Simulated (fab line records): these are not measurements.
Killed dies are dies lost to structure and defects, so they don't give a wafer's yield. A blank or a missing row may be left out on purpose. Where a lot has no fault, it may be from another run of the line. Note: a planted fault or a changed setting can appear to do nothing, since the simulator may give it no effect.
Which of the tools did it? | flow gf180mcu | 13 lots, 39 wafers sampled, at 4 steps of a route of 602

== WHAT THE GAUGES SHOWED, per wafer ==
GF_V1_RS_MEAS_24: measures by four-point-probe. Usual: V1_W_RS 0.329 ohm/sq, standard deviation 0.0039.
lot  | measured     | on            | V1_W_RS (ohm/sq)  | flag
L915 | day 18 18:01 | film_metro-01 | 0.333 0.334 0.336 |
L916 | day 19 04:42 | film_metro-01 | 0.326 0.324 0.325 |
L918 | day 20 00:52 | film_metro-02 | 0.328 0.331 0.333 |
L919 | day 20 05:19 | film_metro-03 | 0.327 0.326 0.329 |
L920 | day 20 11:34 | film_metro-03 | 0.327 0.325 0.330 |
L922 | day 21 07:34 | film_metro-01 | 0.332 0.332 0.328 |
L930 | day 24 01:23 | film_metro-03 | 0.332 0.325 0.333 |
L931 | day 24 14:07 | film_metro-03 | 0.329 0.325 0.332 |
L932 | day 24 20:28 | film_metro-02 | 0.330 0.327 0.331 |
L933 | day 25 01:19 | film_metro-02 | 0.326 0.324 0.325 |
L935 | day 25 20:52 | film_metro-01 | 0.326 0.330 0.328 |
L936 | day 25 22:26 | film_metro-02 | 0.325 0.325 0.328 |
L937 | day 26 04:42 | film_metro-02 | 0.325 0.326 0.327 |

GF_M5_OVL_MEAS_08. Usual: M5_OVL -8 nm, standard deviation 4.9.
lot  | measured     | on         | M5_OVL (nm) | flag
L915 | day 26 18:18 | overlay-01 | -9 -9 -4    |
L916 | day 27 03:59 | overlay-01 | -11 -9 -16  |
L918 | day 27 20:35 | overlay-01 | -10 -8 -16  |
L919 | day 27 23:04 | overlay-02 | -8 -4 -4    |
L920 | day 28 02:37 | overlay-01 | -18 -6 -13  |
L922 | day 28 21:08 | overlay-02 | 3 -9 -1     |
L930 | day 31 03:38 | overlay-01 | -14 -4 -9   |
L931 | day 31 12:17 | overlay-02 | 2 -6 2      |
L932 | day 31 19:31 | overlay-01 | -10 -8 -6   |
L933 | day 31 22:49 | overlay-01 | -9 -12 -11  |
L935 | day 32 14:17 | overlay-01 | -2 -8 -1    |
L936 | day 32 14:37 | overlay-01 | -10 -9 -4   |
L937 | day 32 20:05 | overlay-02 | -4 -9 -8    |

== WHAT TOOL EACH LOT RAN ON (gives the tool, then ch and the chambers of the sampled wafers, and finally the start) ==
lot  | GF_V3_CMP_26                  | GF_M4_SPUTTER_00
L915 | cmp-01 ch 0,2,3, day 23 00:46 | pvd_sputter-02, day 23 01:04
L916 | cmp-01 ch 0,2,3, day 23 11:20 | pvd_sputter-01, day 23 11:32
L918 | cmp-01 ch 0,1, day 24 05:16   | pvd_sputter-04, day 24 05:31
L919 | cmp-01 ch 2,3, day 24 07:53   | pvd_sputter-04, day 24 08:11
L920 | cmp-02 ch 0,1, day 24 12:40   | pvd_sputter-04, day 24 12:58
L922 | cmp-01 ch 0,3, day 25 08:13   | pvd_sputter-01, day 25 08:31
L930 | cmp-01 ch 0,1,2, day 27 19:26 | pvd_sputter-01, day 27 19:38
L931 | cmp-01 ch 1,3, day 28 07:01   | pvd_sputter-02, day 28 07:19
L932 | cmp-02 ch 0,2,3, day 28 12:48 | pvd_sputter-01, day 28 13:03
L933 | cmp-02 ch 1,2, day 28 16:45   | pvd_sputter-04, day 28 17:03
L935 | cmp-01 ch 1,2, day 29 11:44   | pvd_sputter-02, day 29 12:02
L936 | cmp-01 ch 0,1,2, day 29 12:09 | pvd_sputter-02, day 29 12:24
L937 | cmp-01 ch 0,1,2, day 29 18:05 | pvd_sputter-04, day 29 18:14
- GF_V3_CMP_26: polishes, stops on SiO2, t overpolish 15 s, target thk 0 nm.
- GF_M4_SPUTTER_00: material Ti, target thk 37.5 nm, time 150 s.

== AS READ BY THE TOOLS THEMSELVES (means over the sampled wafers that have a number; for cases with no such wafer, the mark the record gives instead) ==
GF_V3_CMP_26. Usual: motor_current_A 12.0 A, standard deviation 0.95; overpolish_run_s 15.000 s, standard deviation 0.0086; time_to_endpoint_s 84 s, standard deviation 3.2.
lot  | tool   | motor_current_A (A) | overpolish_run_s (s) | time_to_endpoint_s (s) | flag
L915 | cmp-01 | 12.0                | 15.003               | 84                     |
L916 | cmp-01 | 12.2                | 14.994               | 85                     |
L918 | cmp-01 | 12.5                | 9.047                | 86                     | OFF
L919 | cmp-01 | 11.7                | 9.049                | 82                     | OFF
L920 | cmp-02 | 11.0                | 15.003               | 86                     |
L922 | cmp-01 | 12.2                | 9.040                | 79                     | OFF
L930 | cmp-01 | 12.1                | 14.991               | 85                     |
L931 | cmp-01 | 12.8                | 15.001               | 83                     |
L932 | cmp-02 | 11.2                | 15.004               | 83                     |
L933 | cmp-02 | 11.3                | 14.998               | 82                     |
L935 | cmp-01 | 12.4                | 15.001               | 87                     |
L936 | cmp-01 | 12.5                | 15.001               | 82                     |
L937 | cmp-01 | 12.8                | 15.001               | 86                     |

GF_M4_SPUTTER_00. Usual: 30.5 % for throttle_valve_pct, sd 1.2.
lot  | tool           | throttle_valve_pct (%) | flag
L915 | pvd_sputter-02 | 29.1                   |
L916 | pvd_sputter-01 | 30.6                   |
L918 | pvd_sputter-04 | 31.7                   |
L919 | pvd_sputter-04 | 30.5                   |
L920 | pvd_sputter-04 | 30.2                   |
L922 | pvd_sputter-01 | 31.8                   |
L930 | pvd_sputter-01 | 30.3                   |
L931 | pvd_sputter-02 | 30.2                   |
L932 | pvd_sputter-01 | 30.7                   |
L933 | pvd_sputter-04 | 30.1                   |
L935 | pvd_sputter-02 | 30.4                   |
L936 | pvd_sputter-02 | 29.5                   |
L937 | pvd_sputter-04 | 31.2                   |

== THE ANSWER, worked out from the rows above alone ==
Rule: a lot counts as off when the mean over its wafers that have a number is more than 3 standard deviations away from the usual mean. Also off: a lot with no number at a reading for which 4 or more lots have one. Where the step has rows for the other lots, those lots are counted as sound. After the gauges, taken in route order, come the tools' own readings; for these a lot's mean is taken, as printed above. At the first step where some lot is off, the reading lying furthest off is the one used; lots without a number count as furthest.
Off, at GF_V3_CMP_26 on overpolish_run_s: L918, L919, L922.
A tool fits if, at that step or a process step before it, it ran every lot that is off, and no sound lot after the first of them. Of those tried, none fits.

== WHAT THE SIMULATOR HAD INSERTED ==
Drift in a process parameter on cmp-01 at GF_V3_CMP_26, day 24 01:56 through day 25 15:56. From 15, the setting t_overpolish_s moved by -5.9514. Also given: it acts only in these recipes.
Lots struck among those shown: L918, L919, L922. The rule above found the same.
